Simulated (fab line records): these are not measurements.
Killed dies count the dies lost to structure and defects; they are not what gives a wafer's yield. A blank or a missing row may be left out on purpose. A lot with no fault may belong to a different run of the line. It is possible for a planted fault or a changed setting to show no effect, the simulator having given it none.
2 desks, one fault	flow sky130	every desk sees just its own numbers, and what lay behind them comes last

## AT THE TOOL OWNER'S DESK: rieDiel-02
The tool's own readings at SKY_POLY_CUT_ETCH_11 (etches Si3N4 in CF4/CH2F2/Ar, stops on poly-Si, time 42.5 s, target depth 60 nm): means of the sampled wafers that have a number, for each lot that ran on this tool. A lot is out of limits, marked OUT, if its mean lies more than 4 standard deviations from the usual mean; the brackets give that distance.
Columns: A = ch2f2FlowSccm at SKY_POLY_CUT_ETCH_11, usual 20.00 sccm; B = drypumpMotorCurrentA at SKY_POLY_CUT_ETCH_11, usual 5.93 A; C = oesProductAu at SKY_POLY_CUT_ETCH_11, usual 0.830 a.u.; D = runLengthS at SKY_POLY_CUT_ETCH_11, usual 70.8 s; E = throttleValvePct at SKY_POLY_CUT_ETCH_11, usual 14.993 %
lot	first seen here	A	B	C	D	E
L696	day 25 22:02	19.99	5.87	0.841	70.9	14.989
L697	day 26 06:14	20.06	5.86	0.826	70.7	14.988
L698	day 26 19:29	20.02	6.32	0.832	70.9	14.989
L701	day 27 21:50	19.96	6.11	0.877 (+6.9) OUT	68.4 (-7.1) OUT	14.997
L705	day 29 04:20	19.98	5.86	0.856	69.7	14.992
L712	day 31 18:02	20.00	6.09	0.833	70.6	14.988
L714	day 32 05:14	19.99	6.29	0.829	70.8	14.990
This desk's finding: out of limits on L701; first on L701, day 27 21:50 (oesProductAu at SKY_POLY_CUT_ETCH_11). In limits: L696, L697, L698, L705, L712, L714.

## FROM THE METROLOGY DESK
Lot by lot, what the gauges showed, no matter which tool ran the lot: averages of those sampled wafers that carry a number. A lot is out of limits, marked OUT, if its mean lies more than 4 standard deviations from the usual mean; the brackets give that distance.
Columns: A = SD_P_OVL at SKY_SD_P_OVL_MEAS_08, usual -0.6 nm; B = RES_XHIGH_TW at SKY_RES_XHIGH_TW_MEAS_09, usual 1652
lot	first seen here	A	B
L696	day 27 02:37	-1.5	1650
L697	day 27 11:47	-0.3	1665
L698	day 28 00:40	1.1	1651
L699	day 28 08:53	0.3	1657
L700	day 28 17:45	-0.4	1642
L701	day 29 02:13	0.4	1640
L702	day 29 10:21	-1.0	1644
L705	day 30 08:19	-0.9	1664
L710	day 32 03:52	1.1	1658
L712	day 32 21:13	0.2	1647
L713	day 33 02:55	-3.5	1628
L714	day 33 08:10	-0.1	1666
This desk found nothing out of limits on any of the 12 lots.

## TAKEN TOGETHER
On L701, at day 27 21:50, an alarm was possible from the tool owner's desk.
The metrology desk saw nothing out of limits.
The metrology desk holds a record of L701, inside its limits.
Every lot named ran SKY_POLY_CUT_ETCH_11 on rieDiel-02.

## WHAT THE SIMULATOR HAD INSERTED
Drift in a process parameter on rieDiel-02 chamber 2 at SKY_POLY_CUT_ETCH_11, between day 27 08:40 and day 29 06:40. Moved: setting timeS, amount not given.
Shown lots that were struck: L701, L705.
Time in hours from fault onset to the first out-of-limits reading at each desk: the tool owner's desk, 13.
